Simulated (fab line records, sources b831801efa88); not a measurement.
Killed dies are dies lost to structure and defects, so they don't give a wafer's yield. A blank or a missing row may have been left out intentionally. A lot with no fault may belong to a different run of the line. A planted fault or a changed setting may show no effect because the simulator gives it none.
Problem report, 8D (eight disciplines) form, completed by code | flow gf180mcu | the parts of the form that need people (team, actions taken, sign-off) are left out

== 1. WHAT IS WRONG ==
MIM_ALCU_RS at GF_MIM_RS_MEAS_10 reads a mean of 0.2319 ohm/sq on 1 wafer of 1 lot; wafers without a fault read 0.1607 ohm/sq with a standard deviation of 0.0023. Relative to the usual mean, that is a shift of +31 standard deviations.
The step: measures by four-point-probe.
First seen on wafer L241.2, day 27 17:27, on filmMetro-01. The record has a number at this step for 30 wafers belonging to 10 lots. The rule behind "out" and "out of limits": a value lying over 4 standard deviations away from the usual mean. Any other wafer with a number is counted as sound.

== 2. WHAT IT IS; WHAT IT IS NOT ==
question                    | is                | is not
which readings at this step | MIM_ALCU_RS       | -
which lots                  | L241              | L234, L236, L237, L242, L245, L246, L249, L251, L252
which wafers of those lots  | L241.2            | L241.4, L241.5
read on which gauges        | filmMetro-01      | filmMetro-02, filmMetro-04
when                        | from day 27 17:27 | up to then (11 sound wafers); but 18 sound wafers of L242, L245, L246, L249, L251, L252 came after

== 3. THE SUSPECTS, EACH WITH WHAT RULES IT OUT ==
Counting: any tool at a process step up to the reading remains a suspect provided it ran every lot that is out. Sound lots after the first of them don't rule it out here, since some wafers of a struck lot are sound.
- the gauge at GF_MIM_RS_MEAS_10: ruled out. All the wafers that are out were read on filmMetro-01, but those of them that GF_MIM_METAL_ETCH_19 has rows for are out there too, on other tools.
- pvdSputter-04 at GF_MIM_SPUTTER_08 (material AlCu, target thk 200 nm, time 10.6 s): kept. L241, the lot that is out, went through it at day 27 17:22; up to then, the latest sound lot through it was L237 at day 26 11:32.
Remaining after the count: pvdSputter-04 at GF_MIM_SPUTTER_08.

== 4. THE CAUSE (what the simulator had put in) ==
Site profile drift: pvdSputter-04, from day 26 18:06 on, at GF_MIM_SPUTTER_08. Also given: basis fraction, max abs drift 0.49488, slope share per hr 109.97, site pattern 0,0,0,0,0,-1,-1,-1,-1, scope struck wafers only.
Only this tool survived the counting.

== 5. SEQUENCE OF EFFECTS, ordered by route ==
One row per reading whose mean, taken over the struck wafers that have a number, lies over 3 standard deviations from the usual. Readings are gone through only where the record gives a usual standard deviation; hours: the median, over the lots, of the time from a lot's start at the first step in this table giving one to that lot's start at this step; sigmas: the change measured in usual standard deviations.
hours | step                 | reading          | usual         | on struck wafers | change  | sigmas
0     | GF_MIM_RS_MEAS_10    | MIM_ALCU_RS      | 0.1607 ohm/sq | 0.2319           | +0.0712 | +31
4     | GF_MIM_THK_MEAS_11   | MIM_ALCU_THK     | 202.2 nm      | 161.2            | -41.0   | -14
19    | GF_MIM_METAL_ETCH_19 | oesProductAu     | 0.940 a.u.    | 0.857            | -0.083  | -12
19    | GF_MIM_METAL_ETCH_19 | throttleValvePct | 28.283 %      | 28.364           | +0.081  | +6.7
Its process steps:
- GF_MIM_METAL_ETCH_19: etches the open film in Cl2/BCl3, stops on Si3N4, target depth 324.5 nm, time 54.1 s.
Later measuring or inspecting steps at which every struck wafer that the step has a row for has a number for every such reading, and none has moved that far: GF_M5_CD_MEAS_07.

== 6. WHAT WOULD HAVE CAUGHT IT SOONER ==
In this record the first reading out of limits at a measuring or inspecting step was taken at day 27 17:27, 23 hours after the fault began at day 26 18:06.
Of the tool readings at GF_MIM_SPUTTER_08 for which the record gives a usual standard deviation, none was out on any struck wafer, so an alarm limit of 4 standard deviations on them would not have fired.
Lots out: 1; all had begun GF_MIM_SPUTTER_08 on pvdSputter-04 by day 27 17:27. Holding the tool at that point would not have protected any of them.
